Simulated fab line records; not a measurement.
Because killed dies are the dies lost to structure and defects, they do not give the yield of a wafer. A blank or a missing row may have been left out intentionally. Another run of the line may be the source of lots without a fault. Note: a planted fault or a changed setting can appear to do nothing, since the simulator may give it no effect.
Which tool did it? || flow gf180mcu || Sampling: 12 lots, 36 wafers, 3 of 602 route steps

WHAT THE GAUGES READ, wafer by wafer
GF_MVPSD_OVL_MEAS_07. Usual: MVPSD_OVL typically reads 0.0 nm, with standard deviation 1.3.
{"lot": "L141", "measured": "day 5 19:39", "on": "overlay-01", "MVPSD_OVL (nm)": "-1.1 -2.7 -1.8", "flag": ""}
{"lot": "L142", "measured": "day 6 04:37", "on": "overlay-02", "MVPSD_OVL (nm)": "-2.1 -2.5 -2.2", "flag": ""}
{"lot": "L144", "measured": "day 6 14:56", "on": "overlay-02", "MVPSD_OVL (nm)": "0.7 0.6 1.3", "flag": ""}
{"lot": "L145", "measured": "day 6 20:10", "on": "overlay-02", "MVPSD_OVL (nm)": "-0.2 -1.0 -0.4", "flag": ""}
{"lot": "L146", "measured": "day 7 03:02", "on": "overlay-02", "MVPSD_OVL (nm)": "0.2 0.0 -0.4", "flag": ""}
{"lot": "L147", "measured": "day 7 08:25", "on": "overlay-01", "MVPSD_OVL (nm)": "-0.3 -0.3 -1.9", "flag": ""}
{"lot": "L152", "measured": "day 8 13:12", "on": "overlay-02", "MVPSD_OVL (nm)": "- - -", "flag": "OFF"}
{"lot": "L154", "measured": "day 9 01:19", "on": "overlay-01", "MVPSD_OVL (nm)": "1.7 2.3 2.1", "flag": ""}
{"lot": "L156", "measured": "day 9 13:29", "on": "overlay-01", "MVPSD_OVL (nm)": "1.5 0.7 0.0", "flag": ""}
{"lot": "L157", "measured": "day 9 21:03", "on": "overlay-02", "MVPSD_OVL (nm)": "-0.3 0.7 0.1", "flag": ""}
{"lot": "L158", "measured": "day 10 04:04", "on": "overlay-02", "MVPSD_OVL (nm)": "-0.4 -0.4 -0.4", "flag": ""}
{"lot": "L159", "measured": "day 10 11:17", "on": "overlay-02", "MVPSD_OVL (nm)": "-0.3 -0.2 0.3", "flag": ""}

GF_MVPSD_TW_MEAS_11. Usual: MVPSD_TW typically reads 555, with standard deviation 3.6.
{"lot": "L141", "measured": "day 5 20:05", "on": "filmMetro-02", "MVPSD_TW": "554 555 552", "flag": ""}
{"lot": "L142", "measured": "day 6 05:03", "on": "filmMetro-04", "MVPSD_TW": "556 559 558", "flag": ""}
{"lot": "L144", "measured": "day 6 15:23", "on": "filmMetro-02", "MVPSD_TW": "552 553 553", "flag": ""}
{"lot": "L145", "measured": "day 6 20:36", "on": "filmMetro-04", "MVPSD_TW": "560 557 555", "flag": ""}
{"lot": "L146", "measured": "day 7 03:28", "on": "filmMetro-04", "MVPSD_TW": "559 559 562", "flag": ""}
{"lot": "L147", "measured": "day 7 08:52", "on": "filmMetro-02", "MVPSD_TW": "555 552 553", "flag": ""}
{"lot": "L152", "measured": "day 8 13:38", "on": "filmMetro-02", "MVPSD_TW": "30 30 30 30 30 30", "flag": "OFF"}
{"lot": "L154", "measured": "day 9 01:46", "on": "filmMetro-03", "MVPSD_TW": "549 550 551", "flag": ""}
{"lot": "L156", "measured": "day 9 13:56", "on": "filmMetro-02", "MVPSD_TW": "552 555 559", "flag": ""}
{"lot": "L157", "measured": "day 9 21:29", "on": "filmMetro-04", "MVPSD_TW": "556 556 559", "flag": ""}
{"lot": "L158", "measured": "day 10 04:30", "on": "filmMetro-02", "MVPSD_TW": "551 555 554", "flag": ""}
{"lot": "L159", "measured": "day 10 11:44", "on": "filmMetro-02", "MVPSD_TW": "556 555 555", "flag": ""}

TOOL THAT RAN EACH LOT (tool first, then ch and the chambers of the sampled wafers, then the start)
{"lot": "L141", "GF_MVPSD_EXPOSE_04": "ilineStepper-02 ch 0, day 5 12:28"}
{"lot": "L142", "GF_MVPSD_EXPOSE_04": "ilineStepper-02 ch 0, day 5 21:30"}
{"lot": "L144", "GF_MVPSD_EXPOSE_04": "ilineStepper-02 ch 0, day 6 07:21"}
{"lot": "L145", "GF_MVPSD_EXPOSE_04": "ilineStepper-01 ch 0, day 6 13:28"}
{"lot": "L146", "GF_MVPSD_EXPOSE_04": "ilineStepper-02 ch 0, day 6 19:40"}
{"lot": "L147", "GF_MVPSD_EXPOSE_04": "ilineStepper-01 ch 0, day 7 01:35"}
{"lot": "L152", "GF_MVPSD_EXPOSE_04": "ilineStepper-02 ch 0, day 8 05:00"}
{"lot": "L154", "GF_MVPSD_EXPOSE_04": "ilineStepper-02 ch 0, day 8 17:01"}
{"lot": "L156", "GF_MVPSD_EXPOSE_04": "ilineStepper-02 ch 0, day 9 04:50"}
{"lot": "L157", "GF_MVPSD_EXPOSE_04": "ilineStepper-02 ch 0, day 9 12:06"}
{"lot": "L158", "GF_MVPSD_EXPOSE_04": "ilineStepper-01 ch 0, day 9 18:59"}
{"lot": "L159", "GF_MVPSD_EXPOSE_04": "ilineStepper-02 ch 0, day 10 02:08"}
- GF_MVPSD_EXPOSE_04: exposes mask MVPSD, target cd 1000 nm.

WHAT THE TOOLS THEMSELVES READ (means of the sampled wafers that have a number; where no wafer has one, the mark that the record gives instead)
GF_MVPSD_EXPOSE_04. Usual: reticleTempC at 22.99 C, with a standard deviation of 0.12.
{"lot": "L141", "tool": "ilineStepper-02", "reticleTempC (C)": 22.92, "flag": ""}
{"lot": "L142", "tool": "ilineStepper-02", "reticleTempC (C)": 22.88, "flag": ""}
{"lot": "L144", "tool": "ilineStepper-02", "reticleTempC (C)": 23.01, "flag": ""}
{"lot": "L145", "tool": "ilineStepper-01", "reticleTempC (C)": 22.99, "flag": ""}
{"lot": "L146", "tool": "ilineStepper-02", "reticleTempC (C)": 22.74, "flag": ""}
{"lot": "L147", "tool": "ilineStepper-01", "reticleTempC (C)": 23.02, "flag": ""}
{"lot": "L152", "tool": "ilineStepper-02", "reticleTempC (C)": 22.93, "flag": ""}
{"lot": "L154", "tool": "ilineStepper-02", "reticleTempC (C)": 23.09, "flag": ""}
{"lot": "L156", "tool": "ilineStepper-02", "reticleTempC (C)": 22.91, "flag": ""}
{"lot": "L157", "tool": "ilineStepper-02", "reticleTempC (C)": 22.93, "flag": ""}
{"lot": "L158", "tool": "ilineStepper-01", "reticleTempC (C)": 22.94, "flag": ""}
{"lot": "L159", "tool": "ilineStepper-02", "reticleTempC (C)": 23.00, "flag": ""}

THE ANSWER, worked out from the rows above alone
Rule: take the mean of a lot's wafers that have a number; if it is more than 3 standard deviations from the usual mean, the lot is off. A lot without any number at a reading at which 4 lots or more have one is off too. The other lots that the step has rows for count as sound. The gauges are gone through in route order, then the tools' own readings, and for those a lot's mean is taken as printed above. The first step at which some lot is off is used, and at that step the reading that is off furthest; a lot without a number counts as furthest.
Off: L152, seen at GF_MVPSD_OVL_MEAS_07 (MVPSD_OVL). Without a number there: L152.
If a tool, at a process step before that reading, ran all the lots that are off and no sound lot after the first of them, it fits. The gauges at GF_MVPSD_OVL_MEAS_07 aren't tried: what is off there is off at GF_MVPSD_TW_MEAS_11 too, on other tools, and a gauge's error can't cause that. No candidate that was tried fits.

WHAT THE SIMULATOR PUT IN
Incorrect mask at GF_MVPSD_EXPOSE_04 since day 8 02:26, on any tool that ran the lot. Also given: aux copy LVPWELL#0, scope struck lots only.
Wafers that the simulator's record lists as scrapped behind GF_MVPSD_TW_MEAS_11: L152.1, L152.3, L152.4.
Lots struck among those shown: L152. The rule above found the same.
